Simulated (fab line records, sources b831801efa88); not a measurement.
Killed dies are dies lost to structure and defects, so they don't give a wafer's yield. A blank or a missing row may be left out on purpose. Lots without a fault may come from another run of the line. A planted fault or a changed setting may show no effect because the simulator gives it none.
Chamber matching | flow gf180mcu | GF_V5_CMP_04 on cmp-02: 4 sister chambers
The step polishes SiO2. 8 wafers are shown with their chamber, then 8 later ones without.

WAFERS WITH THEIR CHAMBER
wafer  | chamber | motor_current_A (A) | edge_zone_pressure_frac
L658.1 | 2       | 13.6                | 0.997
L658.2 | 1       | 14.3                | 1.009
L658.6 | 1       | 13.3                | 1.006
L659.5 | 3       | 10.4                | 1.003
L665.3 | 0       | 9.4                 | 0.999
L665.4 | 2       | 13.2                | 0.996
L665.5 | 0       | 9.5                 | 1.007
L666.3 | 3       | 10.5                | 1.002

WAFERS WITHOUT THEIR CHAMBER
wafer  | motor_current_A (A) | edge_zone_pressure_frac
L666.4 | 12.9                | 0.999
L666.5 | 13.0                | 1.000
L674.3 | 9.9                 | 1.001
L674.4 | 10.5                | 0.998
L674.5 | 14.0                | 1.006
L676.2 | 9.9                 | 0.998
L676.4 | 13.3                | 1.004
L676.6 | 13.8                | 0.998

WHICH CHAMBER EACH WENT THROUGH
wafer  | from the rows above     | in truth
L666.4 | 2                       | 2
L666.5 | can't be placed: 2 or 1 | 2
L674.3 | can't be placed: 0 or 3 | 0
L674.4 | can't be placed: 3 or 0 | 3
L674.5 | 1                       | 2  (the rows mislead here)
L676.2 | can't be placed: 0 or 3 | 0
L676.4 | can't be placed: 1 or 2 | 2
L676.6 | can't be placed: 2 or 1 | 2
Placed correctly: 1 of 8. Can't be placed from these rows: 6 (the true chamber is among the candidates in 6). Placed wrongly: 1.
How it was worked out, from the rows above alone: a wafer's distance from a chamber is the root of the sum, over the readings, of the square of ((its reading less the chamber's mean) divided by the reading's scatter). The wafer belongs to the nearest chamber; if the next one is less than 2 further off, it can't be placed. A chamber's mean is the mean of its shown wafers. The scatter: the root of (the sum of the squares of (reading less its chamber's mean) over the shown wafers, divided by (wafers less chambers)).
